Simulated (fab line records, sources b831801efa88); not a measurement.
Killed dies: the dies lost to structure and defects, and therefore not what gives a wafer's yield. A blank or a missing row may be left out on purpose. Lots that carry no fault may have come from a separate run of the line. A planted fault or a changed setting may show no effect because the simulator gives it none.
fab line records | flow sky130
record lots=5 wafers=15 lastDay=50
route steps=708 shown LDD_N@241 LDD_P@255 LDD_HVN@267
lots that met no fault: taken from a fault-free run of the same line
startH: start of the lot's first displayed wafer, in hours after the record's first day | waitH: hours elapsed since this lot's preceding step | " as in the row above | L1.1+2: a single row standing in for several wafers | - no value present, or no start provided | * or withheld: withheld | < > ~ a bound
route shown NAME@n: NAME is a module with steps in the file, n the number in the route of the first one | usual: mean/standard deviation taken from wafers without a fault | same: alike in all rows | chamber/n: place in a boat | sites: readings site by site | _std_site: standard deviation across them | _edge_site: the outer-site mean with the inner-site mean subtracted | radiusMm: how far each site lies from the wafer's centre | mask NAME#n: copy n | behind: the tool/chamber that last shaped the wafer | hold: why the lot was held/for how many hours/how that ended | device: the transistor (n, p or np) that didn't switch | end of line: the route-end tests of the same wafers | for a step that has no rows: nothing shown but its recipe | killed: count of dies lost to structure and defects at first sort (not the wafer's yield) | map: a wafer's dies, x killed, . not, _ none there
set.NAME: setting as actually run; set.NAME@STEP: the setting as run at that earlier step | model.NAME: the simulator's own value behind a step, which no gauge read
lots at some steps of the route; a table a step, a row a wafer
services: when a tool's chamber went out of use (startH, in hours from the record's first day, below 0 if earlier), for how many hours, and the reason
## steps
# step SKY_LDD_N_EXPOSE_04
# recipe maskId=NTM targetCdNm=840 na=0.6 sourceShape=conventional sigmaOuter=0.6 doseMj=110
# step SKY_LDD_N_PEB_05
# recipe tempC=withheld timeS=* resist=NOVOLAK
# step SKY_LDD_N_DEVELOP_06
# recipe developTimeS=60 devTempC=23
# step SKY_LDD_N_OVL_MEAS_07
# usual LDD_N_OVL=0.5/1.5
# columns lot.wafer tool chamber startH waitH LDD_N_OVL[nm]
L553.1 overlay-02 - 454.76 0.1 2.1
L553.2 " - " " -0.4
L553.5 " - " " 1.3
L554.1 overlay-02 - 465.06 0.1 1.2
L554.5 " - " " 1.1
L554.6 " - " " 3.2
L562.3 overlay-02 - 522.35 0.1 0.6
L562.5 " - " " 0.3
L562.6 " - " " 0.9
L568.1 overlay-01 - 591.71 0.1 0.7
L568.2 " - " " 0.7
L568.6 " - " " 0.6
L571.4 overlay-01 - 617.95 0.1 0.8
L571.5 " - " " 0.4
L571.6 " - " " 0.4
# step SKY_LDD_N_IMPLANT_08
# recipe species=As energyKev=20 doseCm2=7.5e+13 tiltDeg=withheld rotationDeg=23
# step SKY_LDD_N_IMPLANT_09
# recipe species=As energyKev=20 doseCm2=7.5e+13 tiltDeg=withheld rotationDeg=113
# step SKY_LDD_N_IMPLANT_10
# recipe species=As energyKev=20 doseCm2=7.5e+13 tiltDeg=withheld rotationDeg=203
# step SKY_LDD_N_IMPLANT_11
# recipe species=As energyKev=20 doseCm2=7.5e+13 tiltDeg=withheld rotationDeg=293
# step SKY_LDD_N_IMPLANT_12
# recipe species=BF2 energyKev=50 doseCm2=5e+12 tiltDeg=30 rotationDeg=0
# step SKY_LDD_N_IMPLANT_13
# recipe species=BF2 energyKev=50 doseCm2=5e+12 tiltDeg=30 rotationDeg=90
# step SKY_LDD_N_IMPLANT_14
# recipe species=BF2 energyKev=50 doseCm2=5e+12 tiltDeg=30 rotationDeg=180
# step SKY_LDD_N_IMPLANT_15
# recipe species=BF2 energyKev=50 doseCm2=5e+12 tiltDeg=30 rotationDeg=270
# step SKY_LDD_N_STRIP_16
# recipe chemistry=O2/N2 powerW=1400 pressureMtorr=1500 platenTempC=withheld o2FlowSccm=3000 n2FlowSccm=300 overashFraction=0.5
# usual chamberPressureMTorr=1499.9/1.3 drypumpMotorCurrentA=5.89/0.3 oesProductAu=0.408/0.0048 stripTimeToEndpointS=4.311/0.016
# columns lot.wafer tool chamber startH waitH chamberPressureMTorr drypumpMotorCurrentA oesProductAu rfHoursCounterH stripTimeToEndpointS model.NOVOLAK_of_LDD_N_COAT_02.thkNm
L553.1 plasmaAsher-03 0 456.00 0.1 1500.7 5.39 0.404 32 4.322 0
L553.2 " 1 " " 1500.8 6.42 0.399 32 4.314 0
L553.5 " 1 " " 1502.3 6.45 0.410 - 4.327 0
L554.1 plasmaAsher-02 1 466.30 0.1 1497.9 6.10 0.408 3 4.312 0
L554.5 " 1 " " 1501.7 6.12 0.408 - 4.321 0
L554.6 " 0 " " 1502.7 5.83 0.408 - 4.308 0
L562.3 plasmaAsher-02 1 523.61 0.1 1499.1 6.16 0.581 - - 241.4
L562.5 " 0 " " 1478.8 5.85 0.626 - - 240.9
L562.6 " 1 " " 1493.2 6.18 0.603 - - 241.1
L568.1 plasmaAsher-04 1 592.95 0.1 1500.0 5.94 0.405 97 4.321 0
L568.2 " 0 " " 1499.1 5.57 0.415 97 4.307 0
L568.6 " 0 " " 1499.6 5.58 0.407 - 4.303 0
L571.4 plasmaAsher-02 1 619.21 0.1 1500.8 6.10 0.411 - 4.310 0
L571.5 " 0 " " 1500.9 5.84 0.410 - 4.317 0
L571.6 " 1 " " 1499.5 6.11 0.401 - 4.306 0
# step SKY_LDD_N_TW_MEAS_17
# usual LDD_N_TW=2569/19
# columns lot.wafer tool chamber startH waitH LDD_N_TW
L553.1 filmMetro-04 - 456.10 0.1 2576
L553.2 " - " " 2583
L553.5 " - " " 2572
L554.1 filmMetro-01 - 466.40 0.1 2567
L554.5 " - " " 2562
L554.6 " - " " 2559
L562.3 filmMetro-01 - 523.69 0.1 2544
L562.5 " - " " 2534
L562.6 " - " " 2556
L568.1 filmMetro-03 - 593.05 0.1 2592
L568.2 " - " " 2603
L568.6 " - " " 2590
L571.4 filmMetro-01 - 619.30 0.1 2547
L571.5 " - " " 2552
L571.6 " - " " 2544
# step SKY_LDD_P_DEHYDRATE_00
# recipe tempC=200 timeS=60
# step SKY_LDD_P_HMDS_01
# recipe primeTimeS=60 primeTempC=120
# step SKY_LDD_P_COAT_02
# recipe resist=NOVOLAK spinRpm=3000 resistThkNm=1140
# step SKY_LDD_P_SOFTBAKE_03
# recipe tempC=90 timeS=60 resist=NOVOLAK
# step SKY_LDD_P_EXPOSE_04
# recipe maskId=PSDM na=0.6 sourceShape=conventional sigmaOuter=0.6 polarization=unpolarized targetCdNm=380 doseMj=138
# step SKY_LDD_P_PEB_05
# recipe tempC=withheld timeS=* resist=NOVOLAK
# step SKY_LDD_P_DEVELOP_06
# recipe resist=NOVOLAK developer=TMAH developTimeS=60 devTempC=23
# step SKY_LDD_P_CD_MEAS_07
# recipe targetCdNm=380
# usual cdNm=380.3/2.3
# columns lot.wafer tool chamber startH waitH cdNm
L553.1 cdSem-02 - 486.56 0.1 378.5
L553.2 " - " " 379.7
L553.5 " - " " 379.2
L554.1 cdSem-02 - 496.01 0.1 381.7
L554.5 " - " " 379.8
L554.6 " - " " 379.1
L562.3 cdSem-01 - 553.36 0.1 379.6
L562.5 " - " " 380.0
L562.6 " - " " 378.9
L568.1 cdSem-02 - 622.51 0.1 383.6
L568.2 " - " " 384.2
L568.6 " - " " 380.8
L571.4 cdSem-02 - 647.02 0.1 377.8
L571.5 " - " " 378.2
L571.6 " - " " 379.7
# step SKY_LDD_P_OVL_MEAS_08
# usual LDD_P_OVL=0.1/1.4
# columns lot.wafer tool chamber startH waitH LDD_P_OVL[nm]
L553.1 overlay-01 - 486.68 0.1 2.8
L553.2 " - " " 1.8
L553.5 " - " " 2.0
L554.1 overlay-01 - 496.13 0.1 -0.6
L554.5 " - " " -0.4
L554.6 " - " " 0.0
L562.3 overlay-01 - 553.45 0.1 -1.8
L562.5 " - " " -1.2
L562.6 " - " " -1.6
L568.1 overlay-01 - 622.63 0.1 -1.3
L568.2 " - " " 0.4
L568.6 " - " " 1.2
L571.4 overlay-02 - 647.10 0.1 1.3
L571.5 " - " " 2.5
L571.6 " - " " 1.1
# step SKY_LDD_P_IMPLANT_09
# recipe species=BF2 energyKev=25 doseCm2=1e+13 tiltDeg=withheld
# step SKY_LDD_P_STRIP_10
# recipe chemistry=O2/N2 powerW=1400 pressureMtorr=1500 platenTempC=withheld o2FlowSccm=3000 n2FlowSccm=300 overashFraction=0.5
# usual chamberPressureMTorr=1499.9/1.4 drypumpMotorCurrentA=5.8/0.46 oesProductAu=0.716/0.0041 stripTimeToEndpointS=14.18/0.034
# columns lot.wafer tool chamber startH waitH chamberPressureMTorr drypumpMotorCurrentA oesProductAu rfHoursCounterH stripTimeToEndpointS
L553.1 plasmaAsher-02 1 486.86 0.1 1499.1 6.1 0.717 6 14.12
L553.2 " 0 " " 1500.0 5.8 0.721 6 14.16
L553.5 " 0 " " 1498.7 5.8 0.722 - 14.18
L554.1 plasmaAsher-02 1 496.31 0.1 1499.5 6.2 0.717 7 14.14
L554.5 " 0 " " 1500.3 5.8 0.715 - 14.16
L554.6 " 1 " " 1498.5 6.1 0.710 - 14.17
L562.3 plasmaAsher-03 0 553.66 0.1 1498.2 5.4 0.718 - 17.85
L562.5 " 1 " " 1499.8 6.4 0.718 - 17.83
L562.6 " 0 " " 1501.0 5.4 0.725 - 17.79
L568.1 plasmaAsher-03 0 622.81 0.1 1497.6 5.4 0.718 47 14.23
L568.2 " 1 " " 1499.2 6.4 0.716 47 14.19
L568.6 " 0 " " 1499.2 5.4 0.713 - 14.21
L571.4 plasmaAsher-01 1 647.30 0.1 1500.2 5.2 0.714 - 14.16
L571.5 " 0 " " 1500.8 5.1 0.718 - 14.17
L571.6 " 1 " " 1500.7 5.2 0.718 - 14.14
# step SKY_LDD_P_TW_MEAS_11
# usual LDD_P_TW=635/4.9
# columns lot.wafer tool chamber startH waitH LDD_P_TW
L553.1 filmMetro-02 - 486.96 0.1 640
L553.2 " - " " 643
L553.5 " - " " 641
L554.1 filmMetro-01 - 496.41 0.1 627
L554.5 " - " " 634
L554.6 " - " " 627
L562.3 filmMetro-01 - 553.75 0.1 30
L562.5 " - " " 30
L562.6 " - " " 30
L568.1 filmMetro-01 - 622.91 0.1 623
L568.2 " - " " 628
L568.6 " - " " 626
L571.4 filmMetro-01 - 647.40 0.1 631
L571.5 " - " " 632
L571.6 " - " " 629
# step SKY_LDD_HVN_DEHYDRATE_00
# recipe tempC=200 timeS=60
## services
# columns tool chamber startH hours kind
plasmaAsher-02 - 444.39 0.4 repair
plasmaAsher-01 - 452.35 1.1 repair
plasmaAsher-03 - 480.24 14.7 repair
plasmaAsher-01 - 487.71 1.3 repair
plasmaAsher-03 - 506.24 0.6 repair
## key
firstSign step=SKY_LDD_N_STRIP_16 reading=oesProductAu direction=up sigmas=41 usual=0.408 struck=0.603
effect step=SKY_LDD_N_STRIP_16 reading=chamberPressureMTorr direction=down sigmas=7.5 usual=1499.9 struck=1490.4
effect step=SKY_LDD_P_STRIP_10 reading=stripTimeToEndpointS direction=up sigmas=99+ usual=* struck=*
effect step=SKY_LDD_P_TW_MEAS_11 reading=LDD_P_TW direction=down sigmas=99+ usual=635 struck=30
modelEffect step=SKY_LDD_N_STRIP_16 value=NOVOLAK_of_LDD_N_COAT_02.thkNm without=0 struck=241.1
metAt SKY_LDD_N_STRIP_16
struckWafers L562.3,L562.5,L562.6
sortLeftOut L562.3,L562.5,L562.6
testerLeftOut L562
onsetBetween 466.30 523.61
fault kind=stripAborted tool=plasmaAsher-02 chamber=- onsetH=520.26 steps=SKY_LDD_N_STRIP_16 offset=1 endH=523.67
# testerLeftOut: of these lots the tester's yield and bins aren't shown, on N5 and GAA mostly nor the transistor test; their killed dies are dies lost to structure and defects alone, not to doping, threshold or leakage, so they don't give the yield
# sortLeftOut: the simulated sort isn't trusted on such a fault, so these wafers' sort isn't shown, and their yield isn't known
